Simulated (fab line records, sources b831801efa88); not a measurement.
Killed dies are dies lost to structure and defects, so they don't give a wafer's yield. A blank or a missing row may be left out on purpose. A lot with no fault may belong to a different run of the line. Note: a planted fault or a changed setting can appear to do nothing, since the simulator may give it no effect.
Matching of chambers ; flow sky130 ; SKY_VIA2_CMP_02 on cmp-01 has 4 sister chambers
The step polishes SiO2. 16 wafers are shown with their chamber, then 8 later ones without.

## EACH WAFER AND ITS CHAMBER
wafer;chamber;motor current A (A);retaining ring pressure frac;slurry flow ml min
L185.2;0;12.2;0.994;149.2
L185.3;1;10.3;1.003;149.9
L185.4;2;13.6;0.996;149.8
L188.1;0;12.7;0.997;150.0
L188.5;0;12.6;0.994;150.2
L188.6;1;10.5;1.002;149.3
L192.1;1;10.8;1.001;150.4
L192.3;2;13.2;0.993;150.3
L192.4;0;12.9;0.993;149.8
L193.2;0;13.0;1.000;150.6
L193.5;1;11.2;1.006;150.5
L193.6;0;13.2;1.000;150.3
L195.1;1;10.7;0.999;149.9
L195.3;3;10.8;0.995;149.9
L195.6;3;10.7;1.003;149.8
L198.2;1;11.1;0.999;149.8

SIGNATURES (averages over the wafers above)
reading;chamber 0;chamber 1;chamber 2;chamber 3;scatter within a chamber
motor current A;12.767;10.767;13.400;10.750;0.328
retaining ring pressure frac;0.99633;1.00167;0.99450;0.99900;0.00318
slurry flow ml min;150.017;149.967;150.050;149.850;0.433
Rule: for each reading, subtract the chamber's mean from the wafer's reading, divide by that reading's scatter and square the result; add these up over the readings and take the root, which gives the wafer's distance from the chamber. The wafer belongs to the nearest chamber; if the next one is less than 2 further off, it can't be placed. The scatter: the root of (the sum of the squares of (reading less its chamber's mean) over the shown wafers, divided by (wafers less chambers)).

## WAFERS WITHOUT THEIR CHAMBER
wafer;motor current A (A);retaining ring pressure frac;slurry flow ml min
L198.4;12.5;1.001;149.5
L198.5;13.2;1.006;149.4
L206.3;11.0;0.999;149.5
L206.4;12.6;0.995;150.2
L206.5;13.9;1.003;149.9
L208.1;10.5;1.001;150.1
L208.2;13.0;0.997;150.2
L208.3;12.9;1.008;149.5

## WHICH CHAMBER EACH WENT THROUGH
wafer;from the rows above;in truth
L198.4;can't be placed: 0 or 2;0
L198.5;can't be placed: 0 or 2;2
L206.3;can't be placed: 3 or 1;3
L206.4;can't be placed: 0 or 2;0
L206.5;can't be placed: 2 or 0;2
L208.1;can't be placed: 1 or 3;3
L208.2;can't be placed: 0 or 2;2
L208.3;can't be placed: 0 or 2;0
Correct placement for 0 of the 8. Cannot be placed on the basis of these rows: 8; the candidates contain the true chamber in 8. Number placed wrongly: 0.
